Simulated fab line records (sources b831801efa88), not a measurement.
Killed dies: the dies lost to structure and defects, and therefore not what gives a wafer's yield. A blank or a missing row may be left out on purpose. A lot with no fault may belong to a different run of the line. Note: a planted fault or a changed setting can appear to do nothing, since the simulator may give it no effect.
Which tool was responsible?	flow sky130	30 wafers from 10 lots sampled at 4 of the route's 708 steps

WHAT THE GAUGES READ, wafer by wafer
SKY_VIA1_RS_MEAS_22: the measuring method here is four-point-probe.
lot	measured	on	VIA1_W_RS (ohm/sq)
L646	day 34 01:02	film-metro-03	0.430 0.423 0.425
L647	day 34 04:53	film-metro-02	0.429 0.433 0.410
L648	day 34 16:22	film-metro-01	0.432 0.434 0.434
L652	day 35 17:49	film-metro-02	0.430 0.432 0.429
L656	day 37 15:16	film-metro-01	0.407 0.427 0.429
L657	day 37 22:22	film-metro-02	0.411 0.425 0.410
L663	day 39 21:52	film-metro-01	0.434 0.426 0.429
L662	day 40 00:07	film-metro-03	0.434 0.433 0.436
L665	day 40 02:28	film-metro-03	0.438 0.434 0.430
L669	day 41 05:00	film-metro-02	0.428 0.423 0.424

WHAT TOOL EACH LOT RAN ON (gives the tool, then ch and the chambers of the sampled wafers, and finally the start)
lot	SKY_CONTACT_ETCH_16	SKY_METAL1_METAL_ETCH_19	SKY_METAL1_STRIP_20
L646	rie-diel-04 ch 0,3, day 31 14:29	rie-metal-04 ch 0,1, day 32 19:39	plasma-asher-02 ch 0,1, day 32 19:44
L647	rie-diel-02 ch 1,3, day 31 18:02	rie-metal-03 ch 1, day 32 23:31	plasma-asher-02 ch 0,1, day 32 23:41
L648	rie-diel-04 ch 0,3, day 32 05:43	rie-metal-03 ch 0,1, day 33 10:58	plasma-asher-01 ch 0,1, day 33 11:04
L652	rie-diel-02 ch 0,1,3, day 33 08:25	rie-metal-04 ch 1, day 34 12:34	plasma-asher-04 ch 0,1, day 34 12:40
L656	rie-diel-02 ch 0,1,3, day 35 06:46	rie-metal-02 ch 0,1, day 36 11:01	plasma-asher-01 ch 0,1, day 36 11:07
L657	rie-diel-02 ch 0,1,2, day 35 14:32	rie-metal-04 ch 0,1, day 36 18:11	plasma-asher-01 ch 0,1, day 36 18:17
L663	rie-diel-02 ch 0,1,3, day 37 15:04	rie-metal-04 ch 0,1, day 38 18:25	plasma-asher-01 ch 0,1, day 38 18:31
L662	rie-diel-01 ch 0,1,3, day 37 17:17	rie-metal-04 ch 0,1, day 38 20:38	plasma-asher-04 ch 0,1, day 38 20:44
L665	rie-diel-02 ch 0,1, day 37 19:40	rie-metal-04 ch 0,1, day 38 22:40	plasma-asher-01 ch 0,1, day 38 22:46
L669	rie-diel-01 ch 1,2,3, day 38 22:10	rie-metal-02 ch 0,1, day 40 01:26	plasma-asher-02 ch 0,1, day 40 01:32
- SKY_CONTACT_ETCH_16: etches BARC in N2/H2, stops on SiO2, time 45.9 s, target depth 60 nm.
- SKY_METAL1_METAL_ETCH_19: etches the open film in Cl2/BCl3, stops on SiO2, target depth 360 nm, time 78 s.
- SKY_METAL1_STRIP_20: strips in O2/N2.

THE ANSWER, worked out from the rows above alone
Rule: usual is defined by the lots themselves. Put in order of their means at a reading, lots are off if they are a third of the lots or fewer, leave a main group of 4 or more, and stand apart from it by a gap of 3 or more times the standard deviation of the main group's means; of several such gaps the widest counts. If all means in a main group match to the digits the tables above print for the reading, that group is not used. Also off: a lot with no number at a reading for which 4 or more lots have one. Where the step has rows for the other lots, those lots are counted as sound.
No lot is off on any of the readings shown, so nothing can be concluded from this.

WHAT THE SIMULATOR HAD INSERTED
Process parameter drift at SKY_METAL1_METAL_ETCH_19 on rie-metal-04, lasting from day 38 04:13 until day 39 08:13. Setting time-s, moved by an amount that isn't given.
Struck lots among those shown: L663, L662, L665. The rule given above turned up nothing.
